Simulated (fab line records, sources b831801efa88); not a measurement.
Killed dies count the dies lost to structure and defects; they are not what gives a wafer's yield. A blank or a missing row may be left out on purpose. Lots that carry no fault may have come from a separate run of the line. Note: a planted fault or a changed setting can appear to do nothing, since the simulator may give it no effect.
Chamber matching :: flow sky130 :: SKY_VIA3_CMP_02 on cmp-01 has 4 sister chambers
The step polishes SiO2. 7 wafers are shown with their chamber, then 9 later ones without.

## WAFERS PAIRED WITH THEIR CHAMBERS
wafer: L083.4
chamber: 2
motorCurrentA (A): 12.2

wafer: L088.2
chamber: 3
motorCurrentA (A): 15.1

wafer: L088.5
chamber: 1
motorCurrentA (A): 13.0

wafer: L088.6
chamber: 0
motorCurrentA (A): 13.3

wafer: L092.1
chamber: 3
motorCurrentA (A): 14.2

wafer: L092.2
chamber: 1
motorCurrentA (A): 12.7

wafer: L092.6
chamber: 0
motorCurrentA (A): 12.9

## WAFERS WITH NO CHAMBER GIVEN
wafer: L093.1
motorCurrentA (A): 12.9

wafer: L093.2
motorCurrentA (A): 12.0

wafer: L093.3
motorCurrentA (A): 12.4

wafer: L094.4
motorCurrentA (A): 12.3

wafer: L094.5
motorCurrentA (A): 14.2

wafer: L094.6
motorCurrentA (A): 12.3

wafer: L095.2
motorCurrentA (A): 14.7

wafer: L095.4
motorCurrentA (A): 12.6

wafer: L095.6
motorCurrentA (A): 13.5

## WHICH CHAMBER EACH WENT THROUGH
wafer: L093.1
from the rows above: can't be placed: 1 or 0 or 2
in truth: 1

wafer: L093.2
from the rows above: can't be placed: 2 or 1
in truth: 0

wafer: L093.3
from the rows above: can't be placed: 2 or 1 or 0
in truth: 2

wafer: L094.4
from the rows above: can't be placed: 2 or 1 or 0
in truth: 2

wafer: L094.5
from the rows above: can't be placed: 3 or 0
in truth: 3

wafer: L094.6
from the rows above: can't be placed: 2 or 1 or 0
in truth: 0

wafer: L095.2
from the rows above: 3
in truth: 3

wafer: L095.4
from the rows above: can't be placed: 1 or 2 or 0
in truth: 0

wafer: L095.6
from the rows above: can't be placed: 0 or 1 or 3
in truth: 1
Correctly placed: 1 of 9. Can't be placed from these rows: 8 (the true chamber is among the candidates in 7). Wrongly placed: 0.
How it was worked out, from the rows above alone: a wafer's distance from a chamber is the root of the sum, over the readings, of the square of ((its reading less the chamber's mean) divided by the reading's scatter). If the next closest chamber is less than 2 further off than the closest, the wafer can't be placed; otherwise it belongs to the closest. For every chamber, the mean is computed from those of its wafers that are shown. How the scatter is found: for the shown wafers, subtract from each reading the mean of its chamber, square and add these, divide the total by (wafers less chambers), then take the root.
